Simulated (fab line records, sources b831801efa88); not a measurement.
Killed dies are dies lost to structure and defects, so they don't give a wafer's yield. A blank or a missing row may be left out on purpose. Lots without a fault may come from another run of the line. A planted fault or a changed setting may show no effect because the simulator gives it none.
fab line records | flow gf180mcu
record lots=12 wafers=36 last_day=34
route steps=602 shown HV_LDD@232 NSD@247 SALICIDE@284 CONTACT@288
lots that met no fault: from a run of the same line without faults
start_h: hours from the record's first day to the start of the lot's first wafer shown | wait_h: hours since the lot's step before | " the same as in the row above | L1.1+2: a row that stands for several wafers | - no value, or no start given | * or withheld: withheld | < > ~ a bound
route shown NAME@n: a module of which the file shows steps, and the number in the route of the first | usual: mean/standard deviation of fault-free wafers | same: alike in all rows | chamber/n: place in a boat | sites: the reading at each site | _std_site: their standard deviation | _edge_site: outer sites' mean less inner sites' | radius_mm: how far each site lies from the wafer's centre | mask NAME#n: copy n | behind: the tool/chamber that last shaped the wafer | hold: why the lot was held/for how many hours/how that ended | device: the transistor (n, p or np) that didn't switch | end of line: the same wafers' tests at the end of the route | a step without rows: its recipe alone | killed: dies lost to structure and defects at the first sort, not the wafer's yield | map: a wafer's dies, x killed, . not, _ none there
set.NAME: the setting as run; set.NAME@STEP: as run at that earlier step | model.NAME: the simulator's own value behind a step, which no gauge read
steps of the route over a sample of lots; a table a step, a row a wafer
services: from which hour (start_h, from the record's first day; less than 0 if before it) a tool's chamber was out of use, for how many hours, and why
## steps
# step GF_HV_LDD_CVD_56
# recipe material=Si3N4 precursor=DCS/NH3 target_thk_nm=90 temp_c=770 time_s=1543 pressure_mtorr=250
# usual spike_tc_upper_C=770.0/1.3
# columns lot.wafer tool chamber start_h wait_h spike_tc_upper_C
L382.2 lpcvd-02 0 298.55 0.7 768.3
L382.4 " 0 " " 768.7
L382.6 " 0 " " 770.0
L384.1 lpcvd-01 1 308.97 0.1 769.9
L384.4 " 1 " " 769.5
L384.6 " 1 " " 768.9
L385.1 lpcvd-01 0 312.03 0.1 771.0
L385.2 " 0 " " 770.8
L385.6 " 0 " " 770.2
L387.1 lpcvd-02 1 323.43 0.1 770.5
L387.2 " 1 " " 770.5
L387.5 " 1 " " 768.7
L386.2 lpcvd-01 0 326.13 0.0 770.6
L386.3 " 0 " " 768.4
L386.6 " 0 " " 771.2
L389.1 lpcvd-02 1 337.82 0.1 770.3
L389.3 " 1 " " 769.1
L389.6 " 1 " " 769.4
L388.1 lpcvd-02 1 346.94 2.3 769.6
L388.2 " 1 " " 769.0
L388.5 " 1 " " 771.2
L390.1 lpcvd-02 0 346.94 1.3 770.5
L390.4 " 0 " " 771.6
L390.5 " 0 " " 771.5
L391.1 lpcvd-02 1 354.65 0.1 768.5
L391.3 " 1 " " 770.4
L391.5 " 1 " " 768.1
L392.2 lpcvd-02 1 360.87 0.0 769.8
L392.4 " 1 " " 767.6
L392.6 " 1 " " 768.1
L396.3 lpcvd-01 0 390.68 0.0 771.0
L396.5 " 0 " " 770.3
L396.6 " 0 " " 771.1
L403.2 lpcvd-02 0 447.72 0.0 770.3
L403.3 " 0 " " 769.4
L403.6 " 0 " " 773.2
# step GF_HV_LDD_THK_MEAS_57
# recipe reads=Si3N4_of_HV_LDD_CVD_56
# usual HV_LDD_CVD_56_THK=89.9/0.83
# columns lot.wafer tool chamber start_h wait_h HV_LDD_CVD_56_THK[nm]
L382.2 film_metro-02 - 301.78 0.0 89.7
L382.4 " - " " 90.3
L382.6 " - " " 90.0
L384.1 film_metro-01 - 310.40 0.0 88.3
L384.4 " - " " 87.9
L384.6 " - " " 88.7
L385.1 film_metro-01 - 313.46 0.0 90.0
L385.2 " - " " 90.3
L385.6 " - " " 90.8
L387.1 film_metro-03 - 324.86 0.0 89.2
L387.2 " - " " 89.9
L387.5 " - " " 89.5
L386.2 film_metro-01 - 327.57 0.0 87.5
L386.3 " - " " 88.6
L386.6 " - " " 88.4
L389.1 film_metro-02 - 339.25 0.0 90.2
L389.3 " - " " 89.8
L389.6 " - " " 90.2
L388.1 film_metro-02 - 348.36 0.0 89.8
L388.2 " - " " 89.2
L388.5 " - " " 89.4
L390.1 film_metro-01 - 348.36 0.0 89.3
L390.4 " - " " 90.1
L390.5 " - " " 91.0
L391.1 film_metro-03 - 356.08 0.0 89.4
L391.3 " - " " 90.8
L391.5 " - " " 90.6
L392.2 film_metro-03 - 362.31 0.0 90.4
L392.4 " - " " 90.0
L392.6 " - " " 90.5
L396.3 film_metro-02 - 392.12 0.0 90.0
L396.5 " - " " 90.9
L396.6 " - " " 89.4
L403.2 film_metro-03 - 449.16 0.1 77.7
L403.3 " - " " 78.1
L403.6 " - " " 77.3
# step GF_HV_LDD_ETCHBACK_58
# recipe chemistry=CH3F/O2 target=Si3N4 stop_on=SiO2 source_w=400 bias_w=80 pressure_mtorr=25 ch3f_flow_sccm=40 O2_flow_sccm=30 time_s=100 target_depth_a=900
# usual drypump_motor_current_A=5.5/0.39 oes_product_au=0.842/0.006 rf_fwd_power_W=397.4/1.4 throttle_valve_pct=10.561/0.01
# columns lot.wafer tool chamber start_h wait_h drypump_motor_current_A oes_product_au rf_fwd_power_W rf_hours_counter_h throttle_valve_pct
L382.2 rie_diel-02 2 301.83 0.0 4.9 0.836 398.5 102 10.556
L382.4 " 3 " " 5.2 0.844 398.9 43 10.577
L382.6 " 2 " " 4.8 0.846 396.2 - 10.553
L384.1 rie_diel-01 1 310.46 0.1 4.9 0.837 395.8 118 10.575
L384.4 " 3 " " 6.2 0.827 398.3 97 10.558
L384.6 " 3 " " 6.1 0.836 397.5 - 10.536
L385.1 rie_diel-03 3 313.52 0.1 5.6 0.844 398.8 120 10.558
L385.2 " 2 " " 5.3 0.846 398.2 42 10.561
L385.6 " 2 " " 5.3 0.849 397.8 - 10.562
L387.1 rie_diel-02 0 324.92 0.1 5.7 0.845 398.3 13 10.543
L387.2 " 2 " " 4.9 0.844 396.0 102 10.545
L387.5 " 3 " " 5.2 0.836 400.3 - 10.556
L386.2 rie_diel-03 3 327.62 0.0 5.6 0.832 396.6 120 10.551
L386.3 " 0 " " 5.9 0.836 398.0 0 10.562
L386.6 " 3 " " 5.6 0.837 397.9 - 10.561
L389.1 rie_diel-03 3 339.31 0.1 5.6 0.843 398.7 121 10.549
L389.3 " 1 " " 5.0 0.845 396.7 72 10.559
L389.6 " 0 " " 5.9 0.845 399.0 - 10.549
L388.1 rie_diel-02 2 348.42 0.1 4.9 0.846 395.2 103 10.550
L388.2 " 1 " " 5.8 0.838 397.0 10 10.555
L388.5 " 2 " " 4.9 0.840 396.7 - 10.565
L390.1 rie_diel-01 2 348.42 0.1 5.4 0.840 396.7 13 10.550
L390.4 " 1 " " 4.9 0.843 396.9 119 10.577
L390.5 " 3 " " 6.1 0.850 397.8 - 10.563
L391.1 rie_diel-03 2 356.14 0.1 5.3 0.838 397.4 43 10.552
L391.3 " 0 " " 5.9 0.841 399.3 - 10.563
L391.5 " 2 " " 5.3 0.849 396.5 - 10.554
L392.2 rie_diel-03 2 362.36 0.0 5.3 0.840 397.1 43 10.568
L392.4 " 2 " " 5.3 0.849 396.6 - 10.570
L392.6 " 0 " " 5.9 0.844 397.4 - 10.562
L396.3 rie_diel-01 1 392.16 0.0 4.9 0.837 394.2 0 10.570
L396.5 " 1 " " 4.9 0.849 393.5 - 10.573
L396.6 " 0 " " 5.8 0.838 397.4 - 10.569
L403.2 rie_diel-03 1 449.21 0.0 5.0 0.783 397.5 75 10.565
L403.3 " 0 " " 5.9 0.777 397.4 3 10.559
L403.6 " 0 " " 5.9 0.788 398.9 - 10.555
# step GF_NSD_TW_MEAS_12
# usual NSD_TW=4269/30
# columns lot.wafer tool chamber start_h wait_h NSD_TW
L382.2 film_metro-02 - 321.91 0.1 4277
L382.4 " - " " 4267
L382.6 " - " " 4259
L384.1 film_metro-04 - 331.15 0.1 4239
L384.4 " - " " 4256
L384.6 " - " " 4237
L385.1 film_metro-04 - 334.05 0.1 4219
L385.2 " - " " 4232
L385.6 " - " " 4225
L387.1 film_metro-02 - 345.60 0.1 4300
L387.2 " - " " 4268
L387.5 " - " " 4302
L386.2 film_metro-01 - 348.61 0.1 4289
L386.3 " - " " 4289
L386.6 " - " " 4288
L389.1 film_metro-01 - 361.35 0.1 4293
L389.3 " - " " 4277
L389.6 " - " " 4260
L390.1 film_metro-02 - 369.94 0.1 4299
L390.4 " - " " 4291
L390.5 " - " " 4317
L388.1 film_metro-04 - 370.30 0.1 4244
L388.2 " - " " 4245
L388.5 " - " " 4218
L391.1 film_metro-01 - 378.69 0.1 4291
L391.3 " - " " 4311
L391.5 " - " " 4296
L392.2 film_metro-01 - 385.00 0.1 4288
L392.4 " - " " 4311
L392.6 " - " " 4268
L396.3 film_metro-04 - 415.97 0.1 4248
L396.5 " - " " 4251
L396.6 " - " " 4233
L403.2 film_metro-02 - 473.45 0.1 4322
L403.3 " - " " 4329
L403.6 " - " " 4311
# step GF_SALICIDE_RTA_06
# recipe temp_c=530 time_s=30 ambient=N2
# usual lamp_power_pct=6.1/0.63 wafer_temp_C_max=532.0/0.39
# columns lot.wafer tool chamber start_h wait_h lamp_power_pct wafer_temp_C_max
L382.2 rtp_anneal-01 0 366.11 0.1 6.9 532.1
L382.4 " 0 " " 6.9 531.9
L382.6 " 0 " " 6.9 531.9
L384.1 rtp_anneal-02 0 375.26 0.1 5.6 532.8
L384.4 " 0 " " 5.6 531.7
L384.6 " 0 " " 5.6 531.6
L385.1 rtp_anneal-01 0 377.97 0.1 6.9 532.4
L385.2 " 0 " " 6.9 531.8
L385.6 " 0 " " 6.9 531.3
L387.1 rtp_anneal-02 0 390.98 0.1 5.6 531.7
L387.2 " 0 " " 5.6 531.9
L387.5 " 0 " " 5.6 532.0
L386.2 rtp_anneal-02 0 394.17 0.1 5.6 532.7
L386.3 " 0 " " 5.6 532.4
L386.6 " 0 " " 5.6 532.3
L389.1 rtp_anneal-01 0 409.38 0.1 6.9 531.9
L389.3 " 0 " " 6.9 531.3
L389.6 " 0 " " 6.9 532.1
L390.1 rtp_anneal-01 0 417.72 0.1 6.9 531.8
L390.4 " 0 " " 6.9 532.2
L390.5 " 0 " " 6.9 532.1
L388.1 rtp_anneal-02 0 418.16 0.1 5.6 532.5
L388.2 " 0 " " 5.6 532.4
L388.5 " 0 " " 5.6 532.0
L391.1 rtp_anneal-02 0 427.21 0.1 5.6 531.9
L391.3 " 0 " " 5.6 531.7
L391.5 " 0 " " 5.6 531.9
L392.2 rtp_anneal-01 0 434.13 0.1 6.9 532.1
L392.4 " 0 " " 6.9 532.0
L392.6 " 0 " " 6.9 531.8
L396.3 rtp_anneal-02 0 465.62 0.1 5.6 532.3
L396.5 " 0 " " 5.6 532.1
L396.6 " 0 " " 5.6 533.1
L403.2 rtp_anneal-01 0 521.38 0.1 6.9 532.2
L403.3 " 0 " " 6.9 531.8
L403.6 " 0 " " 6.9 531.6
# step GF_CONTACT_THK_MEAS_01
# recipe reads=SiO2_of_CONTACT_CVD_00
# usual CONTACT_CVD_00_THK=301/3.4
# columns lot.wafer tool chamber start_h wait_h CONTACT_CVD_00_THK[nm]
L382.2 film_metro-03 - 366.44 0.0 298
L382.4 " - " " 303
L382.6 " - " " 299
L384.1 film_metro-03 - 375.60 0.0 300
L384.4 " - " " 302
L384.6 " - " " 302
L385.1 film_metro-02 - 378.31 0.0 300
L385.2 " - " " 304
L385.6 " - " " 299
L387.1 film_metro-03 - 391.42 0.0 303
L387.2 " - " " 301
L387.5 " - " " 303
L386.2 film_metro-03 - 394.59 0.0 302
L386.3 " - " " 298
L386.6 " - " " 298
L389.1 film_metro-02 - 409.72 0.0 302
L389.3 " - " " 299
L389.6 " - " " 304
L390.1 film_metro-01 - 418.06 0.0 299
L390.4 " - " " 305
L390.5 " - " " 303
L388.1 film_metro-03 - 418.51 0.0 301
L388.2 " - " " 295
L388.5 " - " " 294
L391.1 film_metro-01 - 427.65 0.0 302
L391.3 " - " " 298
L391.5 " - " " 303
L392.2 film_metro-03 - 434.46 0.0 303
L392.4 " - " " 294
L392.6 " - " " 302
L396.3 film_metro-02 - 465.95 0.0 300
L396.5 " - " " 299
L396.6 " - " " 299
L403.2 film_metro-02 - 521.71 0.0 305
L403.3 " - " " 305
L403.6 " - " " 302
## services
# columns tool chamber start_h hours kind
rie_diel-03 0 275.02 - clean
rie_diel-03 0 275.02 22.3 scheduled_down
rie_diel-03 0 275.02 22.3 vent_cycle
rie_diel-03 0 303.52 7.9 repair
rtp_anneal-01 - 317.82 29.4 pm
lpcvd-01 - 340.46 14.6 pm
rie_diel-03 3 347.22 - clean
rie_diel-03 3 347.22 17.4 scheduled_down
rie_diel-03 3 347.22 17.4 vent_cycle
rie_diel-02 2 352.51 8.6 repair
rie_diel-03 1 353.32 13.0 repair
rie_diel-02 3 359.89 15.8 repair
rie_diel-01 1 363.25 - clean
rie_diel-01 1 363.25 19.0 scheduled_down
rie_diel-01 1 363.25 19.0 vent_cycle
rie_diel-01 2 406.31 5.5 repair
rie_diel-03 - 424.47 2.3 repair
rie_diel-02 2 446.84 7.9 repair
rie_diel-01 2 453.44 9.6 repair
rie_diel-02 - 464.10 0.7 repair
rie_diel-02 0 482.07 10.1 repair
rie_diel-03 - 488.01 1.7 repair
rie_diel-01 - 494.46 0.8 repair
rie_diel-02 3 519.33 29.1 repair
## key
first_sign step=GF_HV_LDD_THK_MEAS_57 reading=HV_LDD_CVD_56_THK direction=down sigmas=15 usual=89.9 struck=77.7
effect step=GF_HV_LDD_ETCHBACK_58 reading=oes_product_au direction=down sigmas=10 usual=0.842 struck=0.782
met_at GF_HV_LDD_CVD_56
struck_lots L403
struck_wafers L403.2,L403.3,L403.6
tester_left_out L403
not_acting_at GF_NSD_TW_MEAS_12,GF_SALICIDE_RTA_06,GF_CONTACT_THK_MEAS_01
onset_between 346.94 447.72
also_fits time
fault kind=process_parameter_drift tool=lpcvd-02 chamber=0 onset_h=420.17 steps=GF_HV_LDD_CVD_56 channel=time_s offset=* shape=step end_h=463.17 acts_in=* stated=*
# tester_left_out: of these lots the tester's yield and bins aren't shown, on N5 and GAA mostly nor the transistor test; their killed dies are dies lost to structure and defects alone, not to doping, threshold or leakage, so they don't give the yield
